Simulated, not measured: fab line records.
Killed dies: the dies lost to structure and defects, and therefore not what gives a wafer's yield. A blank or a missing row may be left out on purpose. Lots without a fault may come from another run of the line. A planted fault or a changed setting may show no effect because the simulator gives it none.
fab line records | flow gf180mcu
record: lots: 5 wafers: 15 lastDay: 34
route steps=602 shown LVPWELL@65 MVSD@66 MVPSD@78 VT_IMPLANT@90
lots untouched by any fault: they come from a run of this same line in which no faults occurred
startH: hours from the record's opening day to when the first of the lot's shown wafers began | waitH: time in hours since the lot's previous step | " identical to the entry in the row above | L1.1+2: several wafers, shown together as one row | - value missing, or start not given | * or withheld: withheld | < > ~ a bound
route shown NAME@n: names a module that has steps shown in the file, with the first one's number in the route | usual: mean/standard deviation taken from wafers without a fault | same: alike in all rows | chamber/n: place in a boat | sites: the reading at each site | _std_site: standard deviation across them | _edge_site: inner sites' mean taken away from outer sites' mean | radiusMm: for every site, how far away it sits from the centre of the wafer | mask NAME#n: copy n | behind: tool/chamber where the wafer was last shaped | hold: what put the lot on hold/how long, in hours/how the hold closed | device: the n, p or np transistor that did not switch | end of line: at the end of the route, the tests of the same wafers | where a step has no rows: the recipe by itself | killed: dies that structure and defects cost at the first sort, which is not the same as the wafer's yield | map: shows each die of a wafer: x if killed, . if not, _ if none is there
set.NAME: the setting as run; set.NAME@STEP: as run at that earlier step | model.NAME: the simulator's own value behind a step, which no gauge read
lots at selected steps of the route; one table per step, one row per wafer
services: when a tool's chamber went out of use (startH, in hours from the record's first day, below 0 if earlier), for how many hours, and the reason
== steps ==
step: GF_LVPWELL_TW_MEAS_11
usual: LVPWELL_TW: 559/3.1
columns lot.wafer tool chamber startH waitH LVPWELL_TW
L076.1 filmMetro-01 - 78.73 0.1 557
L076.4 " - " " 556
L076.6 " - " " 556
L085.1 filmMetro-04 - 131.49 0.1 555
L085.2 " - " " 556
L085.4 " - " " 558
L086.3 filmMetro-02 - 135.96 0.1 562
L086.5 " - " " 560
L086.6 " - " " 558
L095.2 filmMetro-04 - 187.49 0.1 562
L095.4 " - " " 560
L095.5 " - " " 563
L097.2 filmMetro-02 - 197.40 0.1 564
L097.3 " - " " 561
L097.4 " - " " 566
step: GF_MVSD_DEHYDRATE_00
recipe: tempC: 200 timeS: 60
usual: exhaustPa: 45.2/1.1
columns lot.wafer tool chamber startH waitH exhaustPa
L076.1 lithoTrack-03 0 85.26 6.5 45.1
L076.4 " 0 " " 45.3
L076.6 " 0 " " 45.3
L085.1 lithoTrack-01 0 137.96 6.5 44.0
L085.2 " 0 " " 44.0
L085.4 " 0 " " 44.3
L086.3 lithoTrack-01 0 142.71 6.7 43.7
L086.5 " 0 " " 43.3
L086.6 " 0 " " 43.1
L095.2 lithoTrack-03 0 195.33 7.8 44.9
L095.4 " 0 " " 44.3
L095.5 " 0 " " 45.4
L097.2 lithoTrack-02 0 205.63 8.2 44.3
L097.3 " 0 " " 44.1
L097.4 " 0 " " 43.8
step: GF_MVSD_HMDS_01
recipe: primeTimeS: 60 primeTempC: 120
usual: exhaustPa: 45.1/0.83
columns lot.wafer tool chamber startH waitH exhaustPa
L076.1 lithoTrack-03 0 85.41 0.1 45.3
L076.4 " 0 " " 45.5
L076.6 " 0 " " 43.7
L085.1 lithoTrack-01 0 138.11 0.1 45.1
L085.2 " 0 " " 45.5
L085.4 " 0 " " 45.3
L086.3 lithoTrack-01 0 142.86 0.1 46.3
L086.5 " 0 " " 44.5
L086.6 " 0 " " 45.1
L095.2 lithoTrack-03 0 195.48 0.1 44.9
L095.4 " 0 " " 44.9
L095.5 " 0 " " 44.6
L097.2 lithoTrack-02 0 205.78 0.1 45.7
L097.3 " 0 " " 44.8
L097.4 " 0 " " 44.6
step: GF_MVSD_COAT_02
recipe: spinRpm: 2000 resistThkNm: 3000
usual: exhaustPa: 45.3/0.94
columns lot.wafer tool chamber startH waitH exhaustPa
L076.1 lithoTrack-03 0 85.56 0.1 45.5
L076.4 " 0 " " 46.7
L076.6 " 0 " " 45.4
L085.1 lithoTrack-01 0 138.26 0.1 44.2
L085.2 " 0 " " 45.0
L085.4 " 0 " " 44.1
L086.3 lithoTrack-01 0 143.01 0.1 44.5
L086.5 " 0 " " 44.7
L086.6 " 0 " " 45.2
L095.2 lithoTrack-03 0 195.63 0.1 45.6
L095.4 " 0 " " 46.9
L095.5 " 0 " " 44.1
L097.2 lithoTrack-02 0 205.93 0.1 44.1
L097.3 " 0 " " 44.5
L097.4 " 0 " " 45.0
step: GF_MVSD_SOFTBAKE_03
recipe: tempC: 110 timeS: withheld
usual: exhaustPa: 44.8/0.98
columns lot.wafer tool chamber startH waitH exhaustPa
L076.1 lithoTrack-03 0 85.71 0.1 44.2
L076.4 " 0 " " 44.5
L076.6 " 0 " " 44.4
L085.1 lithoTrack-01 0 138.41 0.1 43.3
L085.2 " 0 " " 44.0
L085.4 " 0 " " 43.5
L086.3 lithoTrack-01 0 143.17 0.1 44.0
L086.5 " 0 " " 43.7
L086.6 " 0 " " 45.4
L095.2 lithoTrack-03 0 195.79 0.1 45.2
L095.4 " 0 " " 45.4
L095.5 " 0 " " 44.3
L097.2 lithoTrack-02 0 206.08 0.1 45.4
L097.3 " 0 " " 45.3
L097.4 " 0 " " 46.3
step: GF_MVSD_EXPOSE_04
recipe: maskId: MVSD targetCdNm: 1000 na: 0.6 sourceShape: conventional sigmaOuter: 0.6 doseMj: 260
same: na: 0.6 sigmaOuter: 0.6
columns lot.wafer tool chamber startH waitH mask
L076.1+4+6 ilineStepper-01 0 - - MVSD#0
L085.1+2+4 ilineStepper-01 0 - - MVSD#0
L086.3+5+6 ilineStepper-01 0 - - MVSD#0
L095.2+4+5 ilineStepper-02 0 - - MVSD#0
L097.2+3+4 ilineStepper-02 0 - - MVSD#0
step: GF_MVSD_PEB_05
recipe: tempC: 115 timeS: withheld
usual: exhaustPa: 45.0/0.76
columns lot.wafer tool chamber startH waitH exhaustPa
L076.1 lithoTrack-01 0 - - 46.6
L076.4 " 0 " " 45.0
L076.6 " 0 " " 45.5
L085.1 lithoTrack-02 0 - - 46.1
L085.2 " 0 " " 45.4
L085.4 " 0 " " 44.8
L086.3 lithoTrack-01 0 - - 46.1
L086.5 " 0 " " 45.5
L086.6 " 0 " " 46.5
L095.2 lithoTrack-03 0 - - 44.0
L095.4 " 0 " " 44.2
L095.5 " 0 " " 44.7
L097.2 lithoTrack-01 0 - - 46.0
L097.3 " 0 " " 45.1
L097.4 " 0 " " 45.4
step: GF_MVSD_DEVELOP_06
recipe: wallAngleDeg: 90 developTimeS: 60 devTempC: 23
usual: exhaustPa: 44.8/0.88
columns lot.wafer tool chamber startH waitH exhaustPa
L076.1 lithoTrack-01 0 - - 44.1
L076.4 " 0 " " 45.5
L076.6 " 0 " " 44.8
L085.1 lithoTrack-02 0 - - 44.6
L085.2 " 0 " " 44.1
L085.4 " 0 " " 46.5
L086.3 lithoTrack-01 0 - - 45.1
L086.5 " 0 " " 45.1
L086.6 " 0 " " 45.0
L095.2 lithoTrack-03 0 - - 44.0
L095.4 " 0 " " 43.7
L095.5 " 0 " " 44.2
L097.2 lithoTrack-01 0 - - 44.9
L097.3 " 0 " " 45.7
L097.4 " 0 " " 45.5
step: GF_MVSD_OVL_MEAS_07
usual: MVSD_OVL: -0.5/1.4
columns lot.wafer tool chamber startH waitH MVSD_OVL[nm]
L076.1 overlay-02 - 92.81 - 0.5
L076.4 " - " " -1.7
L076.6 " - " " -0.7
L085.1 overlay-01 - 146.35 - 0.7
L085.2 " - " " -0.9
L085.4 " - " " -1.6
L086.3 overlay-01 - 150.72 - -2.3
L086.5 " - " " -1.8
L086.6 " - " " -2.4
L095.2 overlay-02 - 204.41 - -1.5
L095.4 " - " " -2.3
L095.5 " - " " -1.6
L097.2 overlay-01 - 214.66 - -1.1
L097.3 " - " " -1.1
L097.4 " - " " -0.1
step: GF_MVSD_IMPLANT_08
recipe: species: P energyKev: 400 doseCm2: 1.6e+13 tiltDeg: 0
usual: beamEnergyKeV: 400.00/0.11 endStationPressureTorr: 5.08e-06/2.6e-07
columns lot.wafer tool chamber startH waitH beamEnergyKeV endStationPressureTorr
L076.1 implanter-01 0 92.84 0.0 400.17 5.3e-06
L076.4 " 0 " " 399.97 5.68e-06
L076.6 " 0 " " 400.07 4.9e-06
L085.1 implanter-01 0 146.39 0.0 399.86 5.18e-06
L085.2 " 0 " " 399.93 5.07e-06
L085.4 " 0 " " 399.86 5.45e-06
L086.3 implanter-01 0 150.79 0.1 399.88 4.72e-06
L086.5 " 0 " " 400.21 4.78e-06
L086.6 " 0 " " 399.98 5.41e-06
L095.2 implanter-02 0 204.47 0.0 400.08 5.15e-06
L095.4 " 0 " " 400.01 4.93e-06
L095.5 " 0 " " 399.79 5.02e-06
L097.2 implanter-01 0 214.72 0.0 400.17 4.67e-06
L097.3 " 0 " " 399.97 4.95e-06
L097.4 " 0 " " 399.92 4.73e-06
step: GF_MVSD_IMPLANT_09
recipe: species: P energyKev: 100 doseCm2: 5e+12 tiltDeg: 0
usual: beamEnergyKeV: 100.00/0.03 endStationPressureTorr: 5.07e-06/2.6e-07
columns lot.wafer tool chamber startH waitH beamEnergyKeV endStationPressureTorr
L076.1 implanter-01 0 92.99 0.1 99.981 4.89e-06
L076.4 " 0 " " 99.990 4.62e-06
L076.6 " 0 " " 99.980 5e-06
L085.1 implanter-01 0 146.54 0.1 99.987 4.8e-06
L085.2 " 0 " " 100.03 5.56e-06
L085.4 " 0 " " 100.01 4.88e-06
L086.3 implanter-01 0 150.94 0.1 99.975 5.07e-06
L086.5 " 0 " " 100.05 4.98e-06
L086.6 " 0 " " 100.01 5.1e-06
L095.2 implanter-02 0 204.62 0.1 100.05 4.63e-06
L095.4 " 0 " " 100.02 4.98e-06
L095.5 " 0 " " 100.02 4.8e-06
L097.2 implanter-01 0 214.87 0.1 100.02 5.22e-06
L097.3 " 0 " " 99.975 4.73e-06
L097.4 " 0 " " 100.00 5.29e-06
step: GF_MVSD_STRIP_10
recipe: chemistry: O2/N2 powerW: 1400 pressureMtorr: 1500 platenTempC: 250 o2FlowSccm: 3000 n2FlowSccm: 300 overashFraction: 0.5
usual: drypumpMotorCurrentA: 6.01/0.25 heaterPowerW: 360/28 oesProductAu: 0.722/0.0047 stripTimeToEndpointS: 36.96/0.085
columns lot.wafer tool chamber startH waitH drypumpMotorCurrentA heaterPowerW oesProductAu rfHoursCounterH stripTimeToEndpointS
L076.1 plasmaAsher-04 1 93.14 0.1 5.94 398 0.721 45 36.95
L076.4 " 0 " " 5.90 348 0.717 - 36.91
L076.6 " 0 " " 5.88 340 0.724 - 36.89
L085.1 plasmaAsher-02 0 146.69 0.1 5.90 343 0.727 34 36.96
L085.2 " 1 " " 6.11 374 0.720 34 36.89
L085.4 " 1 " " 6.13 377 0.718 - 36.98
L086.3 plasmaAsher-04 1 151.08 0.1 5.96 392 0.723 - 36.95
L086.5 " 1 " " 5.95 408 0.721 - 36.86
L086.6 " 0 " " 5.89 343 0.733 - 36.92
L095.2 plasmaAsher-02 1 204.74 0.1 6.11 375 0.720 39 37.26
L095.4 " 0 " " 5.93 331 0.721 - 37.11
L095.5 " 0 " " 5.94 349 0.723 - 37.12
L097.2 plasmaAsher-01 1 214.99 0.1 5.76 353 0.719 10 37.05
L097.3 " 0 " " 6.61 326 0.723 - 37.15
L097.4 " 1 " " 5.77 353 0.726 - 37.02
step: GF_MVSD_TW_MEAS_11
usual: MVSD_TW: 1574/14
columns lot.wafer tool chamber startH waitH MVSD_TW
L076.1 filmMetro-02 - 93.27 0.1 1576
L076.4 " - " " 1573
L076.6 " - " " 1576
L085.1 filmMetro-01 - 146.79 0.1 1585
L085.2 " - " " 1576
L085.4 " - " " 1576
L086.3 filmMetro-01 - 151.16 0.1 1573
L086.5 " - " " 1587
L086.6 " - " " 1580
L095.2 filmMetro-02 - 204.85 0.1 1591
L095.4 " - " " 1595
L095.5 " - " " 1596
L097.2 filmMetro-01 - 215.10 0.1 1544
L097.3 " - " " 1550
L097.4 " - " " 1544
step: GF_MVPSD_DEHYDRATE_00
recipe: tempC: 200 timeS: 60
usual: exhaustPa: 44.9/1
columns lot.wafer tool chamber startH waitH exhaustPa
L076.1 lithoTrack-02 0 99.55 6.3 44.9
L076.4 " 0 " " 46.6
L076.6 " 0 " " 46.1
L085.1 lithoTrack-02 0 153.90 7.1 46.5
L085.2 " 0 " " 45.7
L085.4 " 0 " " 45.3
L086.3 lithoTrack-04 0 158.59 7.4 45.8
L086.5 " 0 " " 45.1
L086.6 " 0 " " 44.4
L095.2 lithoTrack-03 0 213.08 8.2 45.8
L095.4 " 0 " " 44.4
L095.5 " 0 " " 45.5
L097.2 lithoTrack-02 0 223.72 8.6 43.8
L097.3 " 0 " " 44.2
L097.4 " 0 " " 45.8
step: GF_MVPSD_HMDS_01
recipe: primeTimeS: 60 primeTempC: 120
usual: exhaustPa: 44.8/0.84
columns lot.wafer tool chamber startH waitH exhaustPa
L076.1 lithoTrack-02 0 99.70 0.1 45.1
L076.4 " 0 " " 45.4
L076.6 " 0 " " 44.9
L085.1 lithoTrack-02 0 154.05 0.1 44.6
L085.2 " 0 " " 44.5
L085.4 " 0 " " 45.4
L086.3 lithoTrack-04 0 158.74 0.1 46.3
L086.5 " 0 " " 44.4
L086.6 " 0 " " 44.8
L095.2 lithoTrack-03 0 213.23 0.1 45.8
L095.4 " 0 " " 44.5
L095.5 " 0 " " 44.3
L097.2 lithoTrack-02 0 223.87 0.1 44.6
L097.3 " 0 " " 45.6
L097.4 " 0 " " 45.7
step: GF_MVPSD_COAT_02
recipe: spinRpm: 2000 resistThkNm: 3000
usual: exhaustPa: 44.9/0.87
columns lot.wafer tool chamber startH waitH exhaustPa
L076.1 lithoTrack-02 0 99.85 0.1 43.6
L076.4 " 0 " " 45.8
L076.6 " 0 " " 43.6
L085.1 lithoTrack-02 0 154.20 0.1 44.0
L085.2 " 0 " " 44.9
L085.4 " 0 " " 44.4
L086.3 lithoTrack-04 0 158.89 0.1 44.0
L086.5 " 0 " " 45.3
L086.6 " 0 " " 44.0
L095.2 lithoTrack-03 0 213.38 0.1 45.4
L095.4 " 0 " " 47.5
L095.5 " 0 " " 45.7
L097.2 lithoTrack-02 0 224.02 0.1 45.6
L097.3 " 0 " " 45.1
L097.4 " 0 " " 45.5
step: GF_MVPSD_SOFTBAKE_03
recipe: tempC: 110 timeS: withheld
usual: exhaustPa: 44.9/0.83
columns lot.wafer tool chamber startH waitH exhaustPa
L076.1 lithoTrack-02 0 100.00 0.1 46.1
L076.4 " 0 " " 46.9
L076.6 " 0 " " 46.7
L085.1 lithoTrack-02 0 154.35 0.1 44.6
L085.2 " 0 " " 44.1
L085.4 " 0 " " 44.3
L086.3 lithoTrack-04 0 159.06 0.1 44.6
L086.5 " 0 " " 44.3
L086.6 " 0 " " 44.5
L095.2 lithoTrack-03 0 213.54 0.1 44.7
L095.4 " 0 " " 46.4
L095.5 " 0 " " 44.0
L097.2 lithoTrack-02 0 224.18 0.1 43.4
L097.3 " 0 " " 44.0
L097.4 " 0 " " 44.7
step: GF_MVPSD_EXPOSE_04
recipe: maskId: MVPSD targetCdNm: 1000 na: 0.6 sourceShape: conventional sigmaOuter: 0.6 doseMj: 260
same: na: 0.6 sigmaOuter: 0.6
columns lot.wafer tool chamber startH waitH mask
L076.1+4+6 ilineStepper-02 0 - - MVPSD#0
L085.1+2+4 ilineStepper-02 0 - - MVPSD#0
L086.3+5+6 ilineStepper-02 0 - - MVPSD#0
L095.2+4+5 ilineStepper-02 0 - - MVPSD#0
L097.2+3+4 ilineStepper-01 0 - - MVPSD#0
step: GF_MVPSD_PEB_05
recipe: tempC: 115 timeS: withheld
usual: exhaustPa: 44.9/0.88
columns lot.wafer tool chamber startH waitH exhaustPa
L076.1 lithoTrack-04 0 - - 46.4
L076.4 " 0 " " 44.8
L076.6 " 0 " " 45.9
L085.1 lithoTrack-02 0 - - 45.7
L085.2 " 0 " " 44.3
L085.4 " 0 " " 45.9
L086.3 lithoTrack-02 0 - - 43.4
L086.5 " 0 " " 44.6
L086.6 " 0 " " 42.1
L095.2 lithoTrack-04 0 - - 44.7
L095.4 " 0 " " 44.5
L095.5 " 0 " " 47.3
L097.2 lithoTrack-03 0 - - 44.4
L097.3 " 0 " " 45.7
L097.4 " 0 " " 45.1
step: GF_MVPSD_DEVELOP_06
recipe: wallAngleDeg: 90 developTimeS: 60 devTempC: 23
usual: exhaustPa: 45.1/0.91
columns lot.wafer tool chamber startH waitH exhaustPa
L076.1 lithoTrack-04 0 - - 45.1
L076.4 " 0 " " 45.1
L076.6 " 0 " " 44.0
L085.1 lithoTrack-02 0 - - 45.8
L085.2 " 0 " " 46.7
L085.4 " 0 " " 45.3
L086.3 lithoTrack-02 0 - - 42.4
L086.5 " 0 " " 44.6
L086.6 " 0 " " 43.3
L095.2 lithoTrack-04 0 - - 45.1
L095.4 " 0 " " 44.9
L095.5 " 0 " " 44.0
L097.2 lithoTrack-03 0 - - 45.7
L097.3 " 0 " " 46.3
L097.4 " 0 " " 47.1
step: GF_MVPSD_OVL_MEAS_07
usual: MVPSD_OVL: 0.5/1.4
columns lot.wafer tool chamber startH waitH MVPSD_OVL[nm]
L076.1 overlay-02 - 106.69 - 1.3
L076.4 " - " " 0.6
L076.6 " - " " 2.2
L085.1 overlay-01 - 162.30 - -0.8
L085.2 " - " " -0.2
L085.4 " - " " -0.7
L086.3 overlay-01 - 166.46 - 1.1
L086.5 " - " " 2.5
L086.6 " - " " 1.9
L095.2 overlay-01 - 222.50 - -0.8
L095.4 " - " " -0.6
L095.5 " - " " -0.5
L097.2 overlay-01 - 233.56 - 0.6
L097.3 " - " " -2.2
L097.4 " - " " -1.0
step: GF_MVPSD_IMPLANT_08
recipe: species: B energyKev: 170 doseCm2: 1.5e+13 tiltDeg: 0
usual: beamEnergyKeV: 170.00/0.055 endStationPressureTorr: 5.06e-06/2.9e-07
columns lot.wafer tool chamber startH waitH beamEnergyKeV endStationPressureTorr
L076.1 implanter-01 0 106.73 0.0 169.99 5.15e-06
L076.4 " 0 " " 169.99 4.54e-06
L076.6 " 0 " " 169.99 5.01e-06
L085.1 implanter-01 0 162.34 0.0 169.95 4.79e-06
L085.2 " 0 " " 169.92 5.05e-06
L085.4 " 0 " " 169.94 5e-06
L086.3 implanter-03 0 166.54 0.1 170.00 4.96e-06
L086.5 " 0 " " 170.09 4.64e-06
L086.6 " 0 " " 170.06 5.11e-06
L095.2 implanter-01 0 222.55 0.0 169.99 4.97e-06
L095.4 " 0 " " 169.95 4.95e-06
L095.5 " 0 " " 169.92 4.65e-06
L097.2 implanter-04 0 233.62 0.0 169.98 4.87e-06
L097.3 " 0 " " 169.98 5.19e-06
L097.4 " 0 " " 169.98 5.44e-06
step: GF_MVPSD_IMPLANT_09
recipe: species: B energyKev: 40 doseCm2: 5e+12 tiltDeg: 0
usual: beamEnergyKeV: 40.000/0.012 endStationPressureTorr: 5.01e-06/2.5e-07
columns lot.wafer tool chamber startH waitH beamEnergyKeV endStationPressureTorr
L076.1 implanter-01 0 106.88 0.1 40.016 4.95e-06
L076.4 " 0 " " 40.011 4.78e-06
L076.6 " 0 " " 40.002 4.82e-06
L085.1 implanter-01 0 162.49 0.1 39.999 4.83e-06
L085.2 " 0 " " 39.978 4.49e-06
L085.4 " 0 " " 40.001 5.24e-06
L086.3 implanter-03 0 166.69 0.1 40.022 5.2e-06
L086.5 " 0 " " 40.005 5.22e-06
L086.6 " 0 " " 40.015 5.18e-06
L095.2 implanter-01 0 222.70 0.1 40.002 4.82e-06
L095.4 " 0 " " 39.995 5.19e-06
L095.5 " 0 " " 39.998 5.46e-06
L097.2 implanter-04 0 233.77 0.1 40.011 5.1e-06
L097.3 " 0 " " 40.008 4.81e-06
L097.4 " 0 " " 40.008 5.03e-06
step: GF_MVPSD_STRIP_10
recipe: chemistry: O2/N2 powerW: 1400 pressureMtorr: 1500 platenTempC: 250 o2FlowSccm: 3000 n2FlowSccm: 300 overashFraction: 0.5
usual: drypumpMotorCurrentA: 5.96/0.18 heaterPowerW: 358/26 oesProductAu: 0.722/0.0045 stripTimeToEndpointS: 36.95/0.11
columns lot.wafer tool chamber startH waitH drypumpMotorCurrentA heaterPowerW oesProductAu rfHoursCounterH stripTimeToEndpointS
L076.1 plasmaAsher-02 0 107.03 0.1 5.92 341 0.724 29 37.07
L076.4 " 0 " " 5.94 349 0.718 - 37.01
L076.6 " 0 " " 5.91 347 0.721 - 37.10
L085.1 plasmaAsher-02 0 162.64 0.1 5.93 335 0.715 35 36.87
L085.2 " 1 " " 6.08 377 0.717 35 36.72
L085.4 " 0 " " 5.92 352 0.724 - 36.75
L086.3 plasmaAsher-04 0 166.82 0.1 5.84 342 0.716 - 36.84
L086.5 " 1 " " 5.98 405 0.712 - 36.87
L086.6 " 0 " " 5.85 345 0.726 - 36.77
L095.2 plasmaAsher-02 0 222.83 0.1 5.90 342 0.728 41 37.11
L095.4 " 0 " " 5.93 344 0.731 - 37.21
L095.5 " 0 " " 5.91 342 0.714 - 37.13
L097.2 plasmaAsher-02 1 233.89 0.1 6.13 364 0.722 42 36.83
L097.3 " 1 " " 6.12 377 0.724 - 36.92
L097.4 " 0 " " 5.92 339 0.725 - 36.95
step: GF_MVPSD_TW_MEAS_11
usual: MVPSD_TW: 553/3.2
columns lot.wafer tool chamber startH waitH MVPSD_TW
L076.1 filmMetro-04 - 107.13 0.1 552
L076.4 " - " " 556
L076.6 " - " " 551
L085.1 filmMetro-02 - 162.74 0.1 552
L085.2 " - " " 554
L085.4 " - " " 554
L086.3 filmMetro-02 - 166.91 0.1 552
L086.5 " - " " 553
L086.6 " - " " 553
L095.2 filmMetro-01 - 222.94 0.1 544
L095.4 " - " " 544
L095.5 " - " " 543
L097.2 filmMetro-04 - 234.00 0.1 555
L097.3 " - " " 556
L097.4 " - " " 555
step: GF_VT_IMPLANT_DEHYDRATE_00
recipe: tempC: 200 timeS: 60
usual: exhaustPa: 45.0/0.87
columns lot.wafer tool chamber startH waitH exhaustPa
L076.1 lithoTrack-01 0 114.06 6.9 45.9
L076.4 " 0 " " 43.6
L076.6 " 0 " " 45.5
L085.1 lithoTrack-03 0 170.16 7.4 44.8
L085.2 " 0 " " 45.2
L085.4 " 0 " " 44.4
L086.3 lithoTrack-01 0 174.41 7.5 45.7
L086.5 " 0 " " 43.7
L086.6 " 0 " " 46.0
L095.2 lithoTrack-04 0 231.41 8.5 45.6
L095.4 " 0 " " 44.5
L095.5 " 0 " " 44.0
L097.2 lithoTrack-03 0 242.13 8.1 43.9
L097.3 " 0 " " 43.7
L097.4 " 0 " " 44.2
step: GF_VT_IMPLANT_HMDS_01
recipe: primeTimeS: 60 primeTempC: 120
usual: exhaustPa: 45.0/0.9
columns lot.wafer tool chamber startH waitH exhaustPa
L076.1 lithoTrack-01 0 114.21 0.1 44.4
L076.4 " 0 " " 46.2
L076.6 " 0 " " 45.8
L085.1 lithoTrack-03 0 170.31 0.1 44.8
L085.2 " 0 " " 46.6
L085.4 " 0 " " 44.8
L086.3 lithoTrack-01 0 174.56 0.1 45.0
L086.5 " 0 " " 45.8
L086.6 " 0 " " 44.9
L095.2 lithoTrack-04 0 231.56 0.1 44.5
L095.4 " 0 " " 44.9
L095.5 " 0 " " 44.0
L097.2 lithoTrack-03 0 242.28 0.1 44.7
L097.3 " 0 " " 44.0
L097.4 " 0 " " 44.5
step: GF_VT_IMPLANT_COAT_02
recipe: resist: NOVOLAK spinRpm: 3000 resistThkNm: 1000
usual: exhaustPa: 45.1/0.9
columns lot.wafer tool chamber startH waitH exhaustPa
L076.1 lithoTrack-01 0 114.36 0.1 44.9
L076.4 " 0 " " 46.0
L076.6 " 0 " " 46.9
L085.1 lithoTrack-03 0 170.46 0.1 44.0
L085.2 " 0 " " 46.3
L085.4 " 0 " " 44.3
L086.3 lithoTrack-01 0 174.71 0.1 47.4
L086.5 " 0 " " 46.5
L086.6 " 0 " " 46.2
L095.2 lithoTrack-04 0 231.71 0.1 45.2
L095.4 " 0 " " 45.2
L095.5 " 0 " " 45.1
L097.2 lithoTrack-03 0 242.43 0.1 44.9
L097.3 " 0 " " 45.0
L097.4 " 0 " " 44.8
step: GF_VT_IMPLANT_SOFTBAKE_03
recipe: tempC: 90 timeS: 60 resist: NOVOLAK
usual: exhaustPa: 45.3/0.79
columns lot.wafer tool chamber startH waitH exhaustPa
L076.1 lithoTrack-01 0 114.51 0.1 44.7
L076.4 " 0 " " 46.0
L076.6 " 0 " " 45.6
L085.1 lithoTrack-03 0 170.61 0.1 45.0
L085.2 " 0 " " 46.5
L085.4 " 0 " " 45.5
L086.3 lithoTrack-01 0 174.86 0.1 45.4
L086.5 " 0 " " 45.5
L086.6 " 0 " " 45.1
L095.2 lithoTrack-04 0 231.86 0.1 44.9
L095.4 " 0 " " 45.1
L095.5 " 0 " " 44.1
L097.2 lithoTrack-03 0 242.58 0.1 44.5
L097.3 " 0 " " 44.7
L097.4 " 0 " " 45.2
step: GF_VT_IMPLANT_EXPOSE_04
recipe: maskId: LVPWELL_LV_AREA targetCdNm: 600 na: 0.6 sourceShape: conventional sigmaOuter: 0.6 doseMj: 140
same: na: 0.6 sigmaOuter: 0.6
columns lot.wafer tool chamber startH waitH mask
L076.1+4+6 ilineStepper-02 0 - - LVPWELL_LV_AREA#0
L085.1+2+4 ilineStepper-02 0 - - LVPWELL_LV_AREA#0
L086.3+5+6 ilineStepper-02 0 - - LVPWELL_LV_AREA#0
L095.2+4+5 ilineStepper-01 0 - - LVPWELL_LV_AREA#0
L097.2+3+4 ilineStepper-01 0 - - LVPWELL_LV_AREA#0
step: GF_VT_IMPLANT_PEB_05
recipe: tempC: withheld timeS: * resist: NOVOLAK
usual: exhaustPa: 44.8/0.86
columns lot.wafer tool chamber startH waitH exhaustPa
L076.1 lithoTrack-04 0 - - 45.4
L076.4 " 0 " " 46.5
L076.6 " 0 " " 45.3
L085.1 lithoTrack-01 0 - - 45.3
L085.2 " 0 " " 45.6
L085.4 " 0 " " 45.4
L086.3 lithoTrack-01 0 - - 45.1
L086.5 " 0 " " 45.3
L086.6 " 0 " " 45.0
L095.2 lithoTrack-03 0 - - 44.4
L095.4 " 0 " " 45.0
L095.5 " 0 " " 43.7
L097.2 lithoTrack-01 0 - - 44.2
L097.3 " 0 " " 43.9
L097.4 " 0 " " 43.7
step: GF_VT_IMPLANT_DEVELOP_06
recipe: developTimeS: 60 devTempC: 23
usual: exhaustPa: 45.0/0.92
columns lot.wafer tool chamber startH waitH exhaustPa
L076.1 lithoTrack-04 0 121.59 0.1 44.8
L076.4 " 0 " " 45.4
L076.6 " 0 " " 45.6
L085.1 lithoTrack-01 0 178.96 0.1 43.4
L085.2 " 0 " " 43.9
L085.4 " 0 " " 44.6
L086.3 lithoTrack-01 0 183.51 0.1 44.8
L086.5 " 0 " " 44.0
L086.6 " 0 " " 45.0
L095.2 lithoTrack-03 0 240.73 0.1 45.8
L095.4 " 0 " " 45.1
L095.5 " 0 " " 45.6
L097.2 lithoTrack-01 0 252.23 0.1 46.2
L097.3 " 0 " " 48.6
L097.4 " 0 " " 47.2
step: GF_VT_IMPLANT_OVL_MEAS_07
usual: VT_IMPLANT_OVL: 1.2/1.3
columns lot.wafer tool chamber startH waitH VT_IMPLANT_OVL[nm]
L076.1 overlay-02 - 121.74 0.1 0.5
L076.4 " - " " 1.8
L076.6 " - " " -0.1
L085.1 overlay-01 - 179.11 0.1 1.0
L085.2 " - " " 1.0
L085.4 " - " " 1.3
L086.3 overlay-01 - 183.62 0.1 1.0
L086.5 " - " " -0.4
L086.6 " - " " -2.0
L095.2 overlay-01 - 240.86 0.1 2.5
L095.4 " - " " 2.2
L095.5 " - " " -0.4
L097.2 overlay-02 - 252.36 0.1 2.0
L097.3 " - " " 2.2
L097.4 " - " " 1.8
== services ==
columns tool chamber startH hours kind
implanter-04 - 62.08 3.6 pm
implanter-03 - 76.06 13.4 repair
plasmaAsher-02 - 77.42 14.6 pm
ilineStepper-02 - 81.28 5.3 repair
implanter-03 - 91.93 3.1 repair
plasmaAsher-02 - 104.72 0.4 repair
plasmaAsher-01 - 108.75 9.0 pm
implanter-01 - 109.11 2.7 repair
implanter-01 - 111.46 0.9 repair
implanter-03 - 113.47 1.8 repair
ilineStepper-02 - 121.13 2.6 repair
implanter-01 - 121.88 5.4 repair
implanter-01 - 124.56 6.3 repair
plasmaAsher-04 - 129.98 3.1 repair
plasmaAsher-04 - 132.55 3.7 repair
ilineStepper-02 - 132.64 9.0 repair
ilineStepper-02 - 141.64 4.4 pm
implanter-03 - 146.03 5.3 repair
implanter-04 - 181.16 2.5 repair
plasmaAsher-02 - 195.18 8.5 repair
implanter-01 - 204.25 5.9 pm
ilineStepper-02 - 206.82 1.7 pm
plasmaAsher-02 - 225.53 2.8 pm
implanter-02 - 241.97 3.6 repair
== key ==
fault none
